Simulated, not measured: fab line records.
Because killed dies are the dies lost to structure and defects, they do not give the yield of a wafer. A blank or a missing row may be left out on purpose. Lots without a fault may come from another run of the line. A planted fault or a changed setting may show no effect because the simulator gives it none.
fab line records + flow sky130
record:
- lots: 13
- wafers: 39
- last-day: 50
route steps=708 shown GATE_OXIDE@200 PAD_OPEN@708
lots that met no fault: from a run of the same line without faults
start-h: hours from the record's opening day to when the first of the lot's shown wafers began + wait-h: time in hours since the lot's previous step + " same as the row above + L1.1+2: a single row standing in for several wafers + - no value, or no start given + * or withheld: withheld + < > ~ a bound
route shown NAME@n: a module of which the file shows steps, and the number in the route of the first + usual: the fault-free wafers' mean and standard deviation + same: alike in all rows + chamber/n: place in a boat + sites: readings site by site + _std_site: the standard deviation of these + _edge_site: mean of outer sites minus mean of inner sites + radius-mm: for every site, how far away it sits from the centre of the wafer + mask NAME#n: copy n + behind: the tool/chamber that last shaped the wafer + hold: why the lot was held/for how many hours/how that ended + device: which transistor (n, p or np) failed to switch + end of line: at the end of the route, the tests of the same wafers + where a step has no rows: the recipe by itself + killed: not the wafer's yield, but the dies lost to structure and defects at the first sort + map: per-die view of a wafer (x killed, . not killed, _ where there is no die)
set.NAME: the setting as run; set.NAME@STEP: as run at that earlier step + model.NAME: the simulator's own value behind a step, which no gauge read
the route's steps for a sample of lots (tables are steps, rows are wafers)
services: when a tool's chamber went out of use (start-h, in hours from the record's first day, below 0 if earlier), for how many hours, and the reason
== steps ==
step: SKY_GATE_OXIDE_STRIP_13
recipe:
- chemistry: O2/N2
- power-w: 1400
- pressure-mtorr: 1500
- platen-temp-c: withheld
- o2-flow-sccm: 3000
- n2-flow-sccm: 300
- overash-fraction: 0.5
usual:
- drypump-motor-current-A: 6.17/0.29
- oes-product-au: 0.716/0.0046
- strip-time-to-endpoint-s: 14.17/0.049
| lot.wafer | tool            | chamber | start-h | wait-h | drypump-motor-current-A | oes-product-au | rf-hours-counter-h | strip-time-to-endpoint-s |
|-----------|-----------------|---------|---------|--------|-------------------------|----------------|--------------------|--------------------------|
| L203.4    | plasma-asher-02 | 0       | 314.62  | 0.0    | 5.75                    | 0.722          | -                  | 14.17                    |
| L203.5    | "               | 1       | "       | "      | 6.54                    | 0.708          | -                  | 14.15                    |
| L203.6    | "               | 0       | "       | "      | 5.75                    | 0.712          | -                  | 14.19                    |
| L205.1    | plasma-asher-02 | 1       | 327.65  | 0.0    | 6.51                    | 0.715          | 62                 | 14.21                    |
| L205.3    | "               | 1       | "       | "      | 6.53                    | 0.712          | -                  | 14.24                    |
| L205.5    | "               | 1       | "       | "      | 6.48                    | 0.728          | -                  | 14.24                    |
| L206.2    | plasma-asher-01 | 1       | 342.50  | 0.0    | 6.37                    | 0.715          | 54                 | 14.19                    |
| L206.3    | "               | 1       | "       | "      | 6.38                    | 0.713          | -                  | 14.21                    |
| L206.4    | "               | 0       | "       | "      | 5.84                    | 0.715          | -                  | 14.17                    |
| L208.1    | plasma-asher-01 | 1       | 362.55  | 0.0    | 6.38                    | 0.713          | 56                 | 14.20                    |
| L208.2    | "               | 0       | "       | "      | 5.83                    | 0.709          | 56                 | 14.20                    |
| L208.5    | "               | 1       | "       | "      | 6.35                    | 0.717          | -                  | 14.17                    |
| L209.3    | plasma-asher-02 | 0       | 367.53  | 0.0    | 5.75                    | 0.719          | -                  | 14.20                    |
| L209.4    | "               | 1       | "       | "      | 6.54                    | 0.710          | -                  | 14.19                    |
| L209.5    | "               | 1       | "       | "      | 6.49                    | 0.716          | -                  | 14.18                    |
| L210.1    | plasma-asher-02 | 0       | 371.64  | 0.0    | 5.75                    | 0.950          | 66                 | -                        |
| L210.3    | "               | 1       | "       | "      | 6.55                    | 0.937          | -                  | -                        |
| L210.4    | "               | 0       | "       | "      | 5.72                    | 0.943          | -                  | -                        |
| L212.2    | plasma-asher-01 | 1       | 397.60  | 0.0    | 6.39                    | 0.726          | 59                 | 14.16                    |
| L212.3    | "               | 1       | "       | "      | 6.36                    | 0.718          | -                  | 14.17                    |
| L212.5    | "               | 0       | "       | "      | 5.82                    | 0.713          | -                  | 14.23                    |
| L215.1    | plasma-asher-04 | 1       | 424.55  | 0.0    | 6.27                    | 0.712          | 29                 | 14.21                    |
| L215.3    | "               | 0       | "       | "      | 6.35                    | 0.716          | -                  | 14.21                    |
| L215.5    | "               | 0       | "       | "      | 6.34                    | 0.713          | -                  | 14.21                    |
| L220.3    | plasma-asher-04 | 0       | 464.33  | 0.0    | 6.34                    | 0.716          | -                  | 14.06                    |
| L220.4    | "               | 1       | "       | "      | 6.26                    | 0.726          | -                  | 14.06                    |
| L220.6    | "               | 1       | "       | "      | 6.22                    | 0.712          | -                  | 14.05                    |
| L222.1    | plasma-asher-01 | 1       | 475.18  | 0.0    | 6.37                    | 0.720          | 67                 | 14.16                    |
| L222.2    | "               | 0       | "       | "      | 5.85                    | 0.708          | 67                 | 14.11                    |
| L222.6    | "               | 1       | "       | "      | 6.39                    | 0.722          | -                  | 14.11                    |
| L221.2    | plasma-asher-02 | 0       | 475.74  | 0.0    | 5.78                    | 0.714          | 77                 | 14.09                    |
| L221.3    | "               | 1       | "       | "      | 6.54                    | 0.717          | -                  | 14.06                    |
| L221.5    | "               | 0       | "       | "      | 5.76                    | 0.716          | -                  | 14.09                    |
| L223.1    | plasma-asher-01 | 0       | 479.95  | 0.0    | 5.85                    | 0.710          | 68                 | 14.13                    |
| L223.2    | "               | 1       | "       | "      | 6.37                    | 0.717          | 68                 | 14.14                    |
| L223.6    | "               | 0       | "       | "      | 5.85                    | 0.711          | -                  | 14.13                    |
| L224.1    | plasma-asher-04 | 1       | 494.30  | 0.0    | 6.24                    | 0.713          | 36                 | 14.10                    |
| L224.2    | "               | 0       | "       | "      | 6.35                    | 0.717          | 36                 | 14.23                    |
| L224.4    | "               | 1       | "       | "      | 6.24                    | 0.708          | -                  | 14.15                    |
step: SKY_PAD_OPEN_PROBE_99
usual:
- killed_at_M0_to_M3: 44/6.8
- killed_at_M4_up: 3.2/1.7
- killed-at-contacts: 24/4.9
- killed-at-front-end: 14/4.1
- killed-at-other: 0.2/0.51
- killed-dies: 85/8.7
- killed-on-rim: 16/4
- killed-open: 46/6.8
- killed-short: 39/6.1
same:
- gross-dies: 492
- killed-at-back-side: 0
| lot.wafer | tool      | chamber | start-h | wait-h | killed_at_M0_to_M3 | killed_at_M4_up | killed-at-contacts | killed-at-front-end | killed-at-other | killed-dies | killed-on-rim | killed-open | killed-short |
|-----------|-----------|---------|---------|--------|--------------------|-----------------|--------------------|---------------------|-----------------|-------------|---------------|-------------|--------------|
| L210.1    | prober-02 | -       | 1129.93 | 0.1    | 47                 | 5               | 24                 | 416                 | 0               | 492         | 96            | 56          | 30           |
| L210.3    | prober-02 | -       | 1130.03 | 0.2    | 45                 | 3               | 21                 | 421                 | 2               | 492         | 96            | 37          | 48           |
| L210.4    | prober-02 | -       | 1130.08 | 0.2    | 46                 | 4               | 15                 | 427                 | 0               | 492         | 96            | 47          | 33           |
| L215.1    | prober-01 | -       | 1160.15 | 0.1    | 37                 | 2               | 27                 | 10                  | 0               | 76          | 11            | 47          | 29           |
| L215.3    | prober-01 | -       | 1160.25 | 0.2    | 33                 | 4               | 26                 | 11                  | 1               | 75          | 17            | 36          | 39           |
killed by level:class
L210.1 GATE_OXIDE:area-oxidation=406 CONTACT:geometric-particle:open=14 VIA1:geometric-particle:open=10 VIA2:geometric-particle:open=10 VIA1:geometric-particle:short=7 VIA3:geometric-particle:open=5 FIELD_ISO:geometric-particle:short=4 LI_CONTACT:geometric-particle:open=4
L210.3 GATE_OXIDE:area-oxidation=407 VIA1:geometric-particle:open=11 FIELD_ISO:geometric-particle:short=7 CONTACT:geometric-particle:short=7 LI_CONTACT:geometric-particle:open=6 CONTACT:geometric-particle:open=6 METAL2:geometric-particle:short=6 METAL3:geometric-particle:short=6
L210.4 GATE_OXIDE:area-oxidation=412 VIA1:geometric-particle:open=16 POLY_GATE:geometric-particle:short=6 CONTACT:geometric-particle:open=6 VIA2:geometric-particle:open=6 VIA3:geometric-particle:open=5 VIA1:geometric-particle:short=5 FIELD_ISO:geometric-particle:open=4
L215.1 VIA1:geometric-particle:open=13 LI_CONTACT:geometric-particle:open=8 CONTACT:geometric-particle:open=8 CONTACT:geometric-particle:short=6 POLY_GATE:geometric-particle:open=5 METAL2:geometric-particle:short=5 VIA2:geometric-particle:open=4 METAL3:geometric-particle:short=3
L215.3 CONTACT:geometric-particle:open=10 CONTACT:geometric-particle:short=6 LI_CONTACT:geometric-particle:open=5 VIA1:geometric-particle:open=5 VIA2:geometric-particle:short=5 VIA2:geometric-particle:open=5 VIA1:geometric-particle:short=4 METAL3:geometric-particle:short=4
== services ==
| tool            | chamber | start-h | hours | kind   |
|-----------------|---------|---------|-------|--------|
| plasma-asher-02 | -       | 427.84  | 1.3   | repair |
| plasma-asher-04 | -       | 477.69  | 2.8   | pm     |
== key ==
first-sign:
- step: SKY_GATE_OXIDE_STRIP_13
- reading: oes-product-au
- direction: up
- sigmas: 50
- usual: 0.716
- struck: 0.943
effect:
- step: SKY_PAD_OPEN_PROBE_99
- reading: killed-at-front-end
- direction: up
- sigmas: 98
- usual: 14
- struck: 421
more-kills-born-at:
- SKY_GATE_OXIDE_OXIDATION_16@furnace-02: 1225
met-at SKY_GATE_OXIDE_STRIP_13
struck-lots L210
later-rows-left-out L210.1,L210.3,L210.4
tester-left-out L210
onset-between 367.53 371.64
fault:
- kind: strip-aborted
- tool: plasma-asher-02
- chamber: -
- onset-h: 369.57
- steps: SKY_GATE_OXIDE_STRIP_13
- offset: 0.55743
- end-h: 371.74
tester-left-out: of these lots the tester's yield and bins aren't shown, on N5 and GAA mostly nor the transistor test; their killed dies are dies lost to structure and defects alone, not to doping, threshold or leakage, so they don't give the yield
later-rows-left-out: the simulator's readings of these wafers behind a module that went badly wrong aren't trusted and aren't shown, but for the sort
